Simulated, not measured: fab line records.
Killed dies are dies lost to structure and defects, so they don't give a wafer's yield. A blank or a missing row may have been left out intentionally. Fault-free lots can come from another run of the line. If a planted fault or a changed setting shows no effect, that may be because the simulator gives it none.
A single fault, viewed from 2 desks + flow sky130 + numbers are kept per desk, each desk with only its own; the story behind them comes last

## THE METROLOGY DESK
What the gauges read for every lot (on any tool): the sampled wafers with a number, averaged. If a lot's mean is further than 4 standard deviations from the usual mean, the lot is out of limits and carries the mark OUT (the distance appears in the brackets).
Columns: A = PWDE_OVL at SKY_PWDE_OVL_MEAS_07, usual 0.6 nm; B = LDD_HVN_TW at SKY_LDD_HVN_TW_MEAS_10, usual 1442
| lot  | first seen here | A    | B               |
|------|-----------------|------|-----------------|
| L559 | day 4 01:57     | 1.7  | 1438            |
| L560 | day 4 03:28     | 1.4  | 1439            |
| L562 | day 4 14:37     | 1.5  | 1433            |
| L563 | day 4 19:43     | -0.4 | 1435            |
| L565 | day 5 06:45     | -1.0 | 1445            |
| L566 | day 5 16:04     | -0.6 | 1449            |
| L568 | day 5 20:54     | 1.9  | 1439            |
| L569 | day 6 05:14     | -0.0 | 1438            |
| L570 | day 6 09:22     | 0.9  | 1435            |
| L571 | day 6 15:16     | 2.8  | 1455            |
| L575 | day 7 14:57     | 1.5  | 1490 (+6.4) OUT |
| L577 | day 8 02:15     | -1.5 | 1508 (+8.8) OUT |
This desk's result: L575, L577 out of limits, first on L575 (LDD_HVN_TW at SKY_LDD_HVN_TW_MEAS_10), day 26 09:05. In limits: L559, L560, L562, L563, L565, L566, L568, L569, L570, L571.

## FOR THE TOOL OWNER'S DESK: implanter-03
For each lot that ran on this tool, the mean over its sampled wafers that have a number, from the tool's own readings at SKY_LDD_HVN_IMPLANT_08. If a lot's mean is further than 4 standard deviations from the usual mean, the lot is out of limits and carries the mark OUT (the distance appears in the brackets).
Columns: A = beam energy keV at SKY_LDD_HVN_IMPLANT_08, usual 59.997
| lot  | first seen here | A                        |
|------|-----------------|--------------------------|
| L563 | day 22 00:35    | 60.002                   |
| L565 | day 22 23:11    | 59.983                   |
| L570 | day 24 15:41    | 60.007                   |
| L571 | day 25 02:32    | 60.012                   |
| L575 | day 26 08:50    | 69.530 (+99 or more) OUT |
| L577 | day 27 03:44    | 69.513 (+99 or more) OUT |
This desk's finding: out of limits on L575, L577; first on L575, day 26 08:50 (beam energy keV at SKY_LDD_HVN_IMPLANT_08). In limits: L563, L565, L570, L571.

## ALL TOGETHER
At day 26 08:50, on L575, L577, the tool owner's desk was in a position to raise an alarm.
An alarm was possible from the metrology desk at day 26 09:05, on L575, L577.
Of the lots named, all ran SKY_LDD_HVN_IMPLANT_08 on implanter-03.

## WHAT HAD BEEN PUT IN BY THE SIMULATOR
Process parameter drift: implanter-03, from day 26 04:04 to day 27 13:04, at SKY_LDD_HVN_IMPLANT_08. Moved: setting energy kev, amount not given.
Shown lots that were struck: L575, L577.
Counting hours from when the fault started, the first reading out of limits came at 5 for the tool owner's desk and at 5 for the metrology desk.
